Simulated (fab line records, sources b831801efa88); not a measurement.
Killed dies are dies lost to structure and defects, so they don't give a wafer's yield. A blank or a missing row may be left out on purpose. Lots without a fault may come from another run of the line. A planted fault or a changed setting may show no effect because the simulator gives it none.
Problem report in the 8D (eight disciplines) form, filled by code | flow sky130 | the parts of the form that need people (team, actions taken, sign-off) are left out

1. THE PROBLEM
VIA4_HDPCVD_THK at SKY_VIA4_THK_MEAS_01 reads a mean of 851 nm on 3 wafers of 2 lots; wafers without a fault read 1753 nm with a standard deviation of 15. That is -60 standard deviations from the usual mean.
First seen on wafer L716.5, day 44 09:16, on film_metro-03. The record holds 34 wafers of 12 lots with a number at this step. Rule for "out", or "out of limits": more than 4 standard deviations from the usual mean. The other wafers with a number count as sound.

2. WHAT IT IS AND WHAT IT IS NOT
question                    | is                           | is not
which readings at this step | VIA4_HDPCVD_THK              | -
which lots                  | L716, L719                   | L709, L710, L711, L712, L713, L721, L727, L728, L731, L732
which wafers of those lots  | L716.5, L716.6, L719.6       | L719.1
read on which gauges        | film_metro-01, film_metro-03 | film_metro-04
when                        | from day 44 09:16            | up to then (15 sound wafers); but 16 sound wafers of L719, L721, L727, L728, L731, L732 came after

3. SUSPECTS, AND WHAT RULES EACH OUT
Counting: a tool at a process step up to the reading stays a suspect if it ran every lot that is out. Sound lots after the first of them don't rule it out here, since some wafers of a struck lot are sound.
- the gauge at SKY_VIA4_THK_MEAS_01: ruled out. The wafers that are out were read on 2 gauges (film_metro-01, film_metro-03).
- hdpcvd-01 at SKY_VIA4_HDPCVD_00 (deposits SiO2, target thk 1750 nm, time 291.7 s): kept. It ran every lot that is out, first L716 (day 44 09:08); its last sound lot up to then is L713 (day 42 16:47).
Left after counting: hdpcvd-01 at SKY_VIA4_HDPCVD_00.

4. THE CAUSE (what the simulator had put in)
Process parameter drift: hdpcvd-01, from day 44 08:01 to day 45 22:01, at SKY_VIA4_HDPCVD_00. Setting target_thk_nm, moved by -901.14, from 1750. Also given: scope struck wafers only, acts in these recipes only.
Counting left only this tool.

5. THE CHAIN OF EFFECTS, in route order
Each row: a reading whose mean over the struck wafers that have a number lies more than 3 standard deviations from the usual. Only readings for which the record gives a usual standard deviation are gone through. hours: the time from each lot's start at the first step in this table that gives one to its start at this step, as a median over the lots. sigmas: the change in usual standard deviations.
hours | step                 | reading         | usual   | on struck wafers | change | sigmas
0     | SKY_VIA4_THK_MEAS_01 | VIA4_HDPCVD_THK | 1753 nm | 851              | -902   | -60
Later measuring or inspecting steps at which every struck wafer that the step has a row for has a number for every such reading, and none has moved that far: SKY_VIA4_BOW_MEAS_03.

6. WHAT WOULD HAVE CAUGHT IT SOONER
In this record the first reading out of limits at a measuring or inspecting step was taken at day 44 09:16, 1 hour after the fault began at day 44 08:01.
Of the lots that are out (2), L719 began SKY_VIA4_HDPCVD_00 on hdpcvd-01 after day 44 09:16. A hold on the tool at that time would have spared it.
